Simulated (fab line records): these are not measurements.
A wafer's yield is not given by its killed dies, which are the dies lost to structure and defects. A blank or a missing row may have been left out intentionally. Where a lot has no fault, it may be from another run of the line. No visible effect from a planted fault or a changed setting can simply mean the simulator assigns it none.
What tool caused it? || flow sfq-line || 7 lots, 20 wafers sampled, at 5 steps of a route of 325

WHAT EACH GAUGE READ, for each wafer
SFQ_I5_OVL_MEAS_936.
{"lot": "L364", "measured": "day 69 15:49", "on": "overlay-02", "I5_OVL (nm)": "-1 11 10"}
{"lot": "L366", "measured": "day 70 11:14", "on": "overlay-02", "I5_OVL (nm)": "6 5 8"}
{"lot": "L368", "measured": "day 71 08:13", "on": "overlay-01", "I5_OVL (nm)": "1 -5 -1"}
{"lot": "L370", "measured": "day 73 14:48", "on": "overlay-01", "I5_OVL (nm)": "-1 -7"}
{"lot": "L372", "measured": "day 73 23:11", "on": "overlay-02", "I5_OVL (nm)": "-3 -4 5"}
{"lot": "L383", "measured": "day 80 07:29", "on": "overlay-02", "I5_OVL (nm)": "-1 -1 6"}
{"lot": "L385", "measured": "day 80 15:52", "on": "overlay-02", "I5_OVL (nm)": "10 0 14"}

WHICH TOOL RAN EACH LOT (tool, then ch and the chambers of the sampled wafers, then the start)
{"lot": "L364", "SFQ_TRILAYER_I2_VIA_STRIP_STRIP_071": "rie-metal-04 ch 0,1, day 38 02:23", "SFQ_TRILAYER_I4_CMP_CMP_100": "cmp-01 ch 0,2,3, day 54 16:24", "SFQ_TRILAYER_I4_METRO_MEASURE_101": "film-metro-02, day 54 19:01", "SFQ_TRILAYER_I4_VIA_ETCH_VIA_ETCH_106": "rie-diel-03 ch 0,1,2, day 60 02:10"}
{"lot": "L366", "SFQ_TRILAYER_I2_VIA_STRIP_STRIP_071": "rie-metal-01 ch 0,1, day 39 03:42", "SFQ_TRILAYER_I4_CMP_CMP_100": "cmp-01 ch 2,3, day 55 16:30", "SFQ_TRILAYER_I4_METRO_MEASURE_101": "film-metro-02, day 55 19:37", "SFQ_TRILAYER_I4_VIA_ETCH_VIA_ETCH_106": "rie-diel-04 ch 0,2,3, day 60 20:17"}
{"lot": "L368", "SFQ_TRILAYER_I2_VIA_STRIP_STRIP_071": "rie-metal-04 ch 0,1, day 40 07:32", "SFQ_TRILAYER_I4_CMP_CMP_100": "cmp-02 ch 0,1,2, day 57 01:33", "SFQ_TRILAYER_I4_METRO_MEASURE_101": "film-metro-04, day 57 04:16", "SFQ_TRILAYER_I4_VIA_ETCH_VIA_ETCH_106": "rie-diel-03 ch 0,1, day 61 23:53"}
{"lot": "L370", "SFQ_TRILAYER_I2_VIA_STRIP_STRIP_071": "rie-metal-03 ch 1, day 42 12:35", "SFQ_TRILAYER_I4_CMP_CMP_100": "cmp-02 ch 3, day 59 09:41", "SFQ_TRILAYER_I4_METRO_MEASURE_101": "film-metro-02, day 59 13:13", "SFQ_TRILAYER_I4_VIA_ETCH_VIA_ETCH_106": "rie-diel-04 ch 1, day 64 00:08"}
{"lot": "L372", "SFQ_TRILAYER_I2_VIA_STRIP_STRIP_071": "rie-metal-01 ch 1, day 42 16:16", "SFQ_TRILAYER_I4_CMP_CMP_100": "cmp-02 ch 0,3, day 59 18:41", "SFQ_TRILAYER_I4_METRO_MEASURE_101": "film-metro-01, day 59 22:01", "SFQ_TRILAYER_I4_VIA_ETCH_VIA_ETCH_106": "rie-diel-03 ch 1,2,3, day 64 09:44"}
{"lot": "L383", "SFQ_TRILAYER_I2_VIA_STRIP_STRIP_071": "rie-metal-03 ch 0,1, day 46 14:07", "SFQ_TRILAYER_I4_CMP_CMP_100": "cmp-02 ch 2,3, day 62 16:56", "SFQ_TRILAYER_I4_METRO_MEASURE_101": "film-metro-04, day 62 19:58", "SFQ_TRILAYER_I4_VIA_ETCH_VIA_ETCH_106": "rie-diel-01 ch 1,2,3, day 66 21:59"}
{"lot": "L385", "SFQ_TRILAYER_I2_VIA_STRIP_STRIP_071": "rie-metal-04 ch 0,1, day 46 22:19", "SFQ_TRILAYER_I4_CMP_CMP_100": "cmp-02 ch 0,1,3, day 62 22:56", "SFQ_TRILAYER_I4_METRO_MEASURE_101": "film-metro-01, day 63 01:34", "SFQ_TRILAYER_I4_VIA_ETCH_VIA_ETCH_106": "rie-diel-03 ch 0,2,3, day 67 06:23"}
- SFQ_TRILAYER_I2_VIA_STRIP_STRIP_071: strips in O2.
- SFQ_TRILAYER_I4_CMP_CMP_100: polishes SiO2.
- SFQ_TRILAYER_I4_METRO_MEASURE_101
- SFQ_TRILAYER_I4_VIA_ETCH_VIA_ETCH_106: etches SiO2 in CHF3, stops on Nb, target depth 260 nm.

THE ANSWER, worked out from the rows above alone
Rule: the lots themselves supply what counts as usual. Put in order of their means at a reading, lots are off if they are a third of the lots or fewer, leave a main group of 4 or more, and stand apart from it by a gap of 3 or more times the standard deviation of the main group's means; of several such gaps the widest counts. Not used: any main group whose means are identical at the precision the tables above print for the reading. A lot without any number at a reading at which 4 lots or more have one is off too. Any other lot the step has rows for is counted as sound.
Across all readings shown, no lot is off: no conclusion can be drawn from this.

WHAT THE SIMULATOR PUT IN
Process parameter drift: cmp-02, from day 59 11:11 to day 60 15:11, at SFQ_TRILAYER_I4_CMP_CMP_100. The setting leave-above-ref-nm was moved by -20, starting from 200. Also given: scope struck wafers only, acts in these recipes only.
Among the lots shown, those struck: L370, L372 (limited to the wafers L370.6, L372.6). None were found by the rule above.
